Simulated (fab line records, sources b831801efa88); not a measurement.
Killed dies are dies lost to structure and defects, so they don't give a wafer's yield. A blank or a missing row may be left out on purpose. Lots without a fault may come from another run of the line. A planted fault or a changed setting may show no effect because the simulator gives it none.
fab line records | flow sky130
record lots=5 wafers=15 last_day=50
route steps=708 shown GATE_OXIDE@192 POLY_GATE@204 RES_PROTECT@207 PAD_OPEN@708
lots that met no fault: from a run of the same line without faults
start_h: hours from the record's first day to the start of the lot's first wafer shown | wait_h: hours since the lot's step before | " the same as in the row above | L1.1+2: a row that stands for several wafers | - no value, or no start given | * or withheld: withheld | < > ~ a bound
route shown NAME@n: a module of which the file shows steps, and the number in the route of the first | usual: mean/standard deviation of fault-free wafers | same: alike in all rows | chamber/n: place in a boat | sites: the reading at each site | _std_site: their standard deviation | _edge_site: outer sites' mean less inner sites' | radius_mm: how far each site lies from the wafer's centre | mask NAME#n: copy n | behind: the tool/chamber that last shaped the wafer | hold: why the lot was held/for how many hours/how that ended | device: the transistor (n, p or np) that didn't switch | end of line: the same wafers' tests at the end of the route | a step without rows: its recipe alone | killed: dies lost to structure and defects at the first sort, not the wafer's yield | map: a wafer's dies, x killed, . not, _ none there
set.NAME: the setting as run; set.NAME@STEP: as run at that earlier step | model.NAME: the simulator's own value behind a step, which no gauge read
lots at some steps of the route; a table a step, a row a wafer
services: from which hour (start_h, from the record's first day; less than 0 if before it) a tool's chamber was out of use, for how many hours, and why
## steps
# step SKY_GATE_OXIDE_COAT_05
# recipe resist=NOVOLAK spin_rpm=3000 resist_thk_nm=1140
# step SKY_GATE_OXIDE_SOFTBAKE_06
# recipe temp_c=90 time_s=60 resist=NOVOLAK
# step SKY_GATE_OXIDE_EXPOSE_07
# recipe mask_id=LVOM na=0.6 source_shape=conventional sigma_outer=0.6 polarization=unpolarized target_cd_nm=600 dose_mj=170
# step SKY_GATE_OXIDE_PEB_08
# recipe temp_c=withheld time_s=* resist=NOVOLAK
# step SKY_GATE_OXIDE_DEVELOP_09
# recipe resist=NOVOLAK developer=TMAH develop_time_s=60 dev_temp_c=23
# step SKY_GATE_OXIDE_IMPLANT_11
# recipe species=B energy_kev=10 dose_cm2=2.6e+12 tilt_deg=withheld
# step SKY_GATE_OXIDE_WET_ETCH_12
# recipe chemistry=dHF target_depth_nm=16.8 dry=n2_spin target=SiO2 dilution=100:1 temp_c=25 time_s=336
# step SKY_GATE_OXIDE_STRIP_13
# recipe chemistry=O2/N2 power_w=1400 pressure_mtorr=1500 platen_temp_c=withheld o2_flow_sccm=3000 n2_flow_sccm=300 overash_fraction=0.5
# step SKY_GATE_OXIDE_CLEAN_15
# recipe chemistry=SC1/SC2 mix=1:4:20 temp_c=70 time_s=150 dry=n2_spin
# step SKY_GATE_OXIDE_OXIDATION_16
# recipe temp_c=800 ambient=O2 idle_temp_c=700 ramp_up_c_per_min=10 ramp_down_c_per_min=3 stabilise_s=600 purge_s=300 target_thk_a=35.7 ox_time_s=1915
# step SKY_POLY_GATE_CVD_00
# recipe material=poly-Si target_thk_nm=180 temp_c=620 time_s=720 pressure_mtorr=200
# usual spike_tc_centre_C=620.9/1.1 spike_tc_lower_C=620.7/1.1 spike_tc_upper_C=620.0/0.93 zone_power_centre_pct=9.18/0.23 zone_power_lower_pct=8.4/0.69 zone_power_upper_pct=9.3/0.41
# columns lot.wafer tool chamber start_h wait_h spike_tc_centre_C spike_tc_lower_C spike_tc_upper_C zone_power_centre_pct zone_power_lower_pct zone_power_upper_pct model.poly-Si_of_POLY_GATE_CVD_00.thk_nm
L752.1 lpcvd-01 1 346.70 0.0 584.4 624.5 625.3 3.12 10.5 13.2 172.9
L752.2 " 1 " " 585.4 624.4 624.1 3.12 10.4 13.1 168
L752.4 " 1 " " 585.5 625.4 625.9 3.10 10.6 13.2 154.7
L753.2 lpcvd-01 0 356.28 0.0 585.5 626.0 625.3 2.91 12.3 12.1 145.4
L753.5 " 0 " " 584.5 626.9 626.0 2.99 12.4 12.1 165.7
L753.6 " 0 " " 584.6 627.9 624.8 3.02 12.5 12.1 170.9
L754.3 lpcvd-01 0 368.27 0.0 584.7 626.7 623.8 2.94 12.6 11.9 124.8
L754.5 " 0 " " 586.7 625.2 624.6 3.00 12.3 12.1 126.8
L754.6 " 0 " " 584.7 627.8 623.1 2.94 12.3 12.0 132.8
L766.3 lpcvd-01 0 469.94 0.0 620.9 621.0 620.0 9.04 9.0 8.8 179.8
L766.4 " 0 " " 620.1 621.6 619.0 9.02 9.3 8.9 180.3
L766.5 " 0 " " 620.5 622.8 619.6 8.90 9.2 9.0 180.2
L769.1 lpcvd-01 1 488.58 0.0 620.0 620.0 620.4 9.44 7.7 9.9 180.1
L769.5 " 1 " " 619.2 619.2 619.8 9.25 7.8 9.6 178.8
L769.6 " 1 " " 621.3 621.1 620.9 9.34 7.7 9.6 181.3
# step SKY_POLY_GATE_THK_MEAS_01
# recipe reads=poly-Si_of_POLY_GATE_CVD_00
# usual POLY_GATE_CVD_00_THK=179.4/1.4
# columns lot.wafer tool chamber start_h wait_h hold POLY_GATE_CVD_00_THK[nm]
L752.1 film_metro-01 - 347.90 0.0 await_dispo/0.2h/release 173.0
L752.2 " - " " await_dispo/0.2h/release 168.1
L752.4 " - " " await_dispo/0.2h/release 154.7
L752.1 film_metro-01 - 348.13 0.2 - 172.8
L752.2 " - " " - 168.0
L752.4 " - " " - 154.8
L753.2 film_metro-03 - 357.49 0.0 await_dispo/0.2h/release 145.5
L753.5 " - " " await_dispo/0.2h/release 165.7
L753.6 " - " " await_dispo/0.2h/release 170.9
L753.2 film_metro-03 - 357.83 0.3 - 145.4
L753.5 " - " " - 165.6
L753.6 " - " " - 170.9
L754.3 film_metro-03 - 369.49 0.0 await_dispo/0.2h/release 124.7
L754.5 " - " " await_dispo/0.2h/release 126.8
L754.6 " - " " await_dispo/0.2h/release 132.8
L754.3 film_metro-03 - 369.76 0.3 - 124.8
L754.5 " - " " - 126.7
L754.6 " - " " - 132.8
L766.3 film_metro-01 - 471.16 0.0 - 179.8
L766.4 " - " " - 180.5
L766.5 " - " " - 180.3
L769.1 film_metro-01 - 489.78 0.0 - 180.0
L769.5 " - " " - 179.1
L769.6 " - " " - 181.4
# step SKY_RES_PROTECT_HMDS_01
# recipe prime_time_s=60 prime_temp_c=120
# step SKY_RES_PROTECT_COAT_02
# recipe resist=NOVOLAK spin_rpm=3000 resist_thk_nm=1140
# step SKY_RES_PROTECT_SOFTBAKE_03
# recipe temp_c=90 time_s=60 resist=NOVOLAK
# step SKY_RES_PROTECT_EXPOSE_04
# recipe mask_id=RPM na=0.6 source_shape=conventional sigma_outer=0.6 polarization=unpolarized target_cd_nm=1270 dose_mj=131
# step SKY_RES_PROTECT_PEB_05
# recipe temp_c=withheld time_s=* resist=NOVOLAK
# step SKY_RES_PROTECT_DEVELOP_06
# recipe resist=NOVOLAK developer=TMAH develop_time_s=60 dev_temp_c=23
# step SKY_POLY_GATE_IMPLANT_02
# recipe species=P energy_kev=30 dose_cm2=7.7e+15 tilt_deg=0
# step SKY_RES_PROTECT_STRIP_07
# recipe chemistry=O2/N2 power_w=1400 pressure_mtorr=1500 platen_temp_c=withheld o2_flow_sccm=3000 n2_flow_sccm=300 overash_fraction=0.5
# step SKY_RES_PROTECT_CLEAN_09
# recipe chemistry=SC1/SC2 mix=1:4:20 temp_c=70 time_s=150 dry=n2_spin
# usual bath_heat_duty_pct=13.7/1.3
# columns lot.wafer tool chamber start_h wait_h bath_heat_duty_pct model.poly-Si_of_POLY_GATE_CVD_00.thk_nm
L752.1 wet_bench-01 3 375.48 0.1 13.1 172.2
L752.2 " 3 " " 12.9 167.4
L752.4 " 3 " " 13.5 154
L753.2 wet_bench-02 3 386.42 0.0 12.3 144.8
L753.5 " 3 " " 12.5 165
L753.6 " 3 " " 12.6 170.3
L754.3 wet_bench-01 1 398.37 0.0 13.0 124.1
L754.5 " 1 " " 11.4 126.2
L754.6 " 1 " " 12.8 132.2
L766.3 wet_bench-03 3 502.28 0.0 13.8 179.1
L766.4 " 3 " " 14.6 179.7
L766.5 " 3 " " 13.9 179.6
L769.1 wet_bench-03 3 520.52 0.1 15.2 179.5
L769.5 " 3 " " 13.9 178.2
L769.6 " 3 " " 13.3 180.7
# step SKY_POLY_GATE_CVD_03
# recipe material=Si3N4 precursor=DCS/NH3 target_thk_nm=75 temp_c=770 time_s=1290 pressure_mtorr=250
# step SKY_POLY_GATE_DEHYDRATE_05
# recipe temp_c=200 time_s=60
# step SKY_POLY_GATE_HMDS_06
# recipe prime_time_s=60 prime_temp_c=120
# step SKY_POLY_GATE_COAT_07
# recipe resist=BARC temp_c=withheld time_s=withheld spin_rpm=3000 resist_thk_nm=110
# step SKY_POLY_GATE_COAT_08
# recipe resist=KrF-thick spin_rpm=3000 resist_thk_nm=450
# step SKY_POLY_GATE_SOFTBAKE_09
# recipe temp_c=100 time_s=90 resist=KrF-thick
# step SKY_POLY_GATE_EXPOSE_10
# recipe mask_id=P1M na=0.68 source_shape=conventional sigma_outer=0.6 target_cd_nm=150 dose_mj=28
# step SKY_POLY_GATE_PEB_11
# recipe peb_temp_c=withheld peb_time_s=withheld resist=KrF-thick
# step SKY_POLY_GATE_DEVELOP_12
# recipe develop_time_s=60 resist=KrF-thick dev_temp_c=21
# step SKY_POLY_GATE_ETCH_15
# recipe chemistry=N2/H2 target=BARC ion_energy_ev=200 source_w=500 bias_w=100 pressure_mtorr=30 n2_flow_sccm=100 h2_flow_sccm=200 stop_on=SiO2 time_s=118.5 target_depth_a=1100
# step SKY_POLY_GATE_ETCH_16
# recipe stop_on=poly-Si chemistry=CH3F/O2 target=Si3N4 source_w=400 bias_w=80 pressure_mtorr=25 ch3f_flow_sccm=40 O2_flow_sccm=30 time_s=147.5 target_depth_a=750
# step SKY_POLY_GATE_ETCH_17
# recipe target_depth_nm=180 stop_on=SiO2 over_etch_frac=0.56667 chemistry=HBr/Cl2 target=poly-Si icp_w=400 bias_w=100 pressure_mtorr=10 HBr_flow_sccm=150 Cl2_flow_sccm=50 time_s=70.5
# usual drypump_motor_current_A=5.7/0.49 mfc_cl2_sccm=49.99/0.17 oes_product_au=0.984/0.0079 throttle_valve_pct=33.684/0.0087
# columns lot.wafer tool chamber start_h wait_h drypump_motor_current_A mfc_cl2_sccm oes_product_au rf_hours_counter_h throttle_valve_pct model.etch.depth_nm model.POLY_GATE.feature_depth_nm
L752.1 rie_si-02 2 406.88 0.0 5.7 50.18 0.962 2 33.692 172.2 172.2
L752.2 " 0 " " 5.4 49.86 0.942 29 33.681 167.4 167.4
L752.4 " 1 " " 6.1 49.82 0.892 6 33.680 154 154
L753.2 rie_si-01 3 418.16 0.0 4.7 50.33 0.855 1 33.683 144.8 144.8
L753.5 " 3 " " 4.7 50.18 0.932 - 33.681 165 165
L753.6 " 2 " " 6.2 50.23 0.953 - 33.700 170.3 170.3
L754.3 rie_si-01 3 431.46 0.0 4.7 49.82 0.775 1 33.686 124.1 124.1
L754.5 " 1 " " 5.7 50.01 0.779 - 33.684 126.2 126.2
L754.6 " 2 " " 6.1 49.64 0.812 - 33.678 132.2 132.2
L766.3 rie_si-02 3 535.09 0.0 6.1 50.13 0.972 0 33.677 176.3 176.3
L766.4 " 0 " " 5.4 49.97 0.994 30 33.699 179.7 179.7
L766.5 " 2 " " 5.7 49.71 0.993 - 33.692 179.6 179.6
L769.1 rie_si-01 2 554.03 0.0 6.2 50.10 0.988 7 33.678 179.5 179.5
L769.5 " 1 " " 5.7 49.94 0.988 - 33.682 178.2 178.2
L769.6 " 0 " " 6.1 49.91 0.974 - 33.683 173.6 173.6
# step SKY_POLY_GATE_STRIP_18
# recipe chemistry=O2/N2 power_w=1400 pressure_mtorr=1500 platen_temp_c=withheld o2_flow_sccm=3000 n2_flow_sccm=300 overash_fraction=0.5
# step SKY_PAD_OPEN_PROBE_99
# usual killed_at_M0_to_M3=41/6.2 killed_at_M4_up=3.0/1.7 killed_at_contacts=25/5.8 killed_at_front_end=16/4.5 killed_at_other=0.2/0.42 killed_dies=85/8.4 killed_open=46/5.9 killed_short=39/6.3
# same gross_dies=492 killed_at_back_side=0
# columns lot.wafer tool chamber start_h wait_h killed_at_M0_to_M3 killed_at_M4_up killed_at_contacts killed_at_front_end killed_at_other killed_dies killed_open killed_short model.etest.res_high_po.line_ohm_um model.etest.res_poly.line_ohm_um model.etest.tip_sonos.rs_ohm_sq model.etest.res_high_po.rs_ohm_sq model.etest.res_poly.rs_ohm_sq model.etest.cap_li_to_poly.c_af_um2 model.etest.tip_n.rs_ohm_sq model.etest.res_poly.rs_ohm_sq_range
L752.1 prober-02 - 1104.27 0.1 44 8 27 13 0 92 47 45 747 513.9 2576 262.1 49.66 94.37 440 1.467
L752.2 prober-02 - 1104.32 0.1 45 3 25 11 0 84 53 31 790 568 2612 272.3 50.7 93 438.1 1.229
L752.4 prober-02 - 1104.42 0.2 37 4 30 5 0 76 40 36 847.2 599.2 2515 293.7 55.33 92.7 433.5 1.339
L753.2 prober-01 - 1111.35 0.1 35 2 29 26 0 92 51 41 907 655.3 2547 316 59.86 90.2 443.5 1.641
L753.5 prober-01 - 1111.50 0.2 54 6 20 10 0 90 48 42 781.3 551.2 2626 275.6 51.51 93.11 439.9 1.021
L753.6 prober-01 - 1111.55 0.2 39 3 27 18 0 87 50 37 780.6 550.9 2557 273.2 50.28 95.44 442.8 1.2
L754.3 prober-02 - 1120.15 0.2 42 4 25 17 0 88 41 47 1015 741 2515 351.6 67.73 86.42 431.7 1.774
L754.5 prober-02 - 1120.25 0.2 45 4 31 16 1 97 57 40 1007 706.2 2558 352.8 67.19 86.73 434.6 1.918
L754.6 prober-02 - 1120.30 0.2 35 3 28 9 2 77 38 39 985.7 686.3 2555 340.6 64.07 86.52 435.4 1.536
L766.3 prober-02 - 1181.71 0.2 34 3 21 16 1 75 44 31 752.7 534 2769 262.6 48.12 97.9 439.4 1.007
L766.4 prober-02 - 1181.76 0.2 30 2 22 15 0 69 39 30 759.1 519.8 2748 263.4 48.97 98.34 438.4 1.362
L766.5 prober-02 - 1181.81 0.2 34 2 22 14 0 72 46 26 767.3 551 2798 261 48.39 99.28 439.7 0.8867
L769.1 prober-01 - 1191.57 0.1 33 4 27 19 0 83 43 40 735.2 509.3 2734 256 47.76 100.1 446.6 0.7308
L769.5 prober-01 - 1191.77 0.2 34 2 22 21 0 79 43 36 732.4 489.5 2776 260 48 94 443.7 0.7309
L769.6 prober-01 - 1191.82 0.2 43 1 23 13 1 81 39 41 711.5 503 2791 252.7 46.93 98.69 450.5 1.233
# killed by level:class
L752.1 CONTACT:geometric_particle:open=11 VIA1:geometric_particle:short=11 VIA1:geometric_particle:open=11 CONTACT:geometric_particle:short=8 VIA2:geometric_particle:open=7 METAL4:geometric_particle:short=6 FIELD_ISO:geometric_particle:open=3 FIELD_ISO:geometric_particle:short=3
L752.2 VIA1:geometric_particle:open=15 CONTACT:geometric_particle:open=10 VIA2:geometric_particle:open=8 LI_CONTACT:geometric_particle:open=7 METAL2:geometric_particle:short=5 CONTACT:geometric_particle:short=4 VIA1:geometric_particle:short=4 VIA3:geometric_particle:open=4
L752.4 LI_CONTACT:geometric_particle:open=10 VIA1:geometric_particle:open=10 CONTACT:geometric_particle:short=9 METAL1:geometric_particle:short=7 VIA2:geometric_particle:open=6 CONTACT:geometric_particle:open=5 VIA1:geometric_particle:short=5 LI_CONTACT:geometric_particle:short=4
L753.2 VIA1:geometric_particle:open=10 CONTACT:geometric_particle:open=9 FIELD_ISO:geometric_particle:short=6 SPACER:geometric_particle:open=6 CONTACT:geometric_particle:short=6 VIA2:geometric_particle:open=6 FIELD_ISO:geometric_particle:open=5 LI_CONTACT:geometric_particle:open=5
L753.5 CONTACT:geometric_particle:open=11 VIA1:geometric_particle:open=10 VIA2:geometric_particle:open=7 VIA3:geometric_particle:open=7 VIA3:geometric_particle:short=6 CONTACT:geometric_particle:short=5 VIA1:geometric_particle:short=5 POLY_GATE:geometric_particle:short=4
L753.6 VIA1:geometric_particle:open=10 VIA2:geometric_particle:open=8 CONTACT:geometric_particle:open=7 LI_CONTACT:geometric_particle:open=7 FIELD_ISO:geometric_particle:open=6 POLY_GATE:geometric_particle:short=5 LOCAL_INTERCONNECT:geometric_particle:short=5 VIA3:geometric_particle:open=5
L754.3 METAL1:geometric_particle:short=9 VIA3:geometric_particle:open=8 CONTACT:geometric_particle:open=7 LI_CONTACT:geometric_particle:open=6 FIELD_ISO:geometric_particle:open=5 LOCAL_INTERCONNECT:geometric_particle:short=5 CONTACT:geometric_particle:short=5 VIA1:geometric_particle:open=4
L754.5 LI_CONTACT:geometric_particle:open=12 VIA1:geometric_particle:open=10 CONTACT:geometric_particle:open=9 LOCAL_INTERCONNECT:geometric_particle:short=6 METAL1:geometric_particle:short=6 VIA3:geometric_particle:open=6 VIA2:geometric_particle:open=5 FIELD_ISO:geometric_particle:open=4
L754.6 VIA3:geometric_particle:open=9 CONTACT:geometric_particle:short=8 LI_CONTACT:geometric_particle:open=6 CONTACT:geometric_particle:open=6 VIA1:geometric_particle:open=6 LI_CONTACT:geometric_particle:short=5 METAL1:geometric_particle:short=5 VIA2:geometric_particle:short=5
L766.3 CONTACT:geometric_particle:open=7 FIELD_ISO:geometric_particle:open=6 METAL1:geometric_particle:short=6 VIA1:geometric_particle:open=6 VIA3:geometric_particle:open=6 POLY_GATE:geometric_particle:open=5 LI_CONTACT:geometric_particle:open=4 LOCAL_INTERCONNECT:geometric_particle:short=4
L766.4 CONTACT:geometric_particle:open=10 VIA1:geometric_particle:open=7 FIELD_ISO:geometric_particle:open=5 LI_CONTACT:geometric_particle:open=4 VIA1:geometric_particle:short=4 VIA2:geometric_particle:open=4 METAL3:geometric_particle:short=4 VIA3:geometric_particle:open=4
L766.5 CONTACT:geometric_particle:open=11 VIA1:geometric_particle:open=11 VIA2:geometric_particle:open=7 FIELD_ISO:geometric_particle:short=4 LI_CONTACT:geometric_particle:open=4 POLY_GATE:geometric_particle:short=3 LOCAL_INTERCONNECT:geometric_particle:short=3 METAL2:geometric_particle:open=3
L769.1 LI_CONTACT:geometric_particle:open=8 CONTACT:geometric_particle:open=7 VIA1:geometric_particle:open=7 FIELD_ISO:geometric_particle:short=6 FIELD_ISO:geometric_particle:open=5 LOCAL_INTERCONNECT:geometric_particle:short=5 METAL2:geometric_particle:short=5 VIA2:geometric_particle:short=5
L769.5 CONTACT:geometric_particle:open=12 FIELD_ISO:geometric_particle:open=7 VIA2:geometric_particle:open=7 FIELD_ISO:geometric_particle:short=6 VIA1:geometric_particle:open=6 CONTACT:geometric_particle:short=5 VIA1:geometric_particle:short=5 VIA3:geometric_particle:open=5
L769.6 CONTACT:geometric_particle:open=11 VIA1:geometric_particle:open=10 METAL1:geometric_particle:short=9 LI_CONTACT:geometric_particle:open=5 VIA3:geometric_particle:open=5 FIELD_ISO:geometric_particle:short=4 POLY_GATE:geometric_particle:short=4 VIA3:geometric_particle:short=4
## services
# columns tool chamber start_h hours kind
rie_si-01 3 336.70 - clean
rie_si-01 3 336.70 22.0 scheduled_down
rie_si-01 3 336.70 22.0 vent_cycle
rie_si-02 0 342.50 4.7 repair
rie_si-02 - 343.19 0.3 repair
wet_bench-01 - 351.86 3.1 repair
rie_si-02 2 370.46 6.2 repair
rie_si-02 2 378.73 21.0 repair
rie_si-01 3 391.84 3.4 repair
rie_si-02 - 393.68 4.8 repair
lpcvd-01 - 403.55 0.5 repair
wet_bench-03 - 415.58 67.6 pm
lpcvd-01 - 422.45 0.9 repair
lpcvd-01 - 443.87 1.0 repair
rie_si-02 1 462.07 3.4 repair
rie_si-01 3 489.45 4.4 repair
rie_si-02 3 492.81 - clean
rie_si-02 3 492.81 26.8 scheduled_down
rie_si-02 3 492.81 26.8 vent_cycle
## key
first_sign step=SKY_POLY_GATE_CVD_00 reading=spike_tc_centre_C direction=down sigmas=33 usual=620.9 struck=585.1
effect step=SKY_POLY_GATE_CVD_00 reading=zone_power_centre_pct direction=down sigmas=26 usual=9.18 struck=3.02
effect step=SKY_POLY_GATE_THK_MEAS_01 reading=visit direction=added
effect step=SKY_POLY_GATE_THK_MEAS_01 reading=POLY_GATE_CVD_00_THK direction=down sigmas=20 usual=179.4 struck=151.3
effect step=SKY_POLY_GATE_ETCH_17 reading=oes_product_au direction=down sigmas=13 usual=0.984 struck=0.878
model_effect step=SKY_POLY_GATE_CVD_00 value=poly-Si_of_POLY_GATE_CVD_00.thk_nm without=180.2 struck=151.3
model_effect step=SKY_RES_PROTECT_CLEAN_09 value=poly-Si_of_POLY_GATE_CVD_00.thk_nm without=179.6 struck=150.7
model_effect step=SKY_POLY_GATE_ETCH_17 value=etch.depth_nm without=179 struck=150.7
model_effect step=SKY_PAD_OPEN_PROBE_99 value=etest.res_high_po.line_ohm_um without=735.4 struck=873.4
met_at SKY_POLY_GATE_CVD_00
struck_wafers L752.1,L752.2,L752.4,L753.2,L753.5,L753.6,L754.3,L754.5,L754.6
tester_left_out L752,L753,L754
fault kind=process_parameter_drift tool=lpcvd-01 chamber=- onset_h=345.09 steps=SKY_POLY_GATE_CVD_00 channel=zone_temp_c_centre offset=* shape=step end_h=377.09
# tester_left_out: of these lots the tester's yield and bins aren't shown, on N5 and GAA mostly nor the transistor test; their killed dies are dies lost to structure and defects alone, not to doping, threshold or leakage, so they don't give the yield
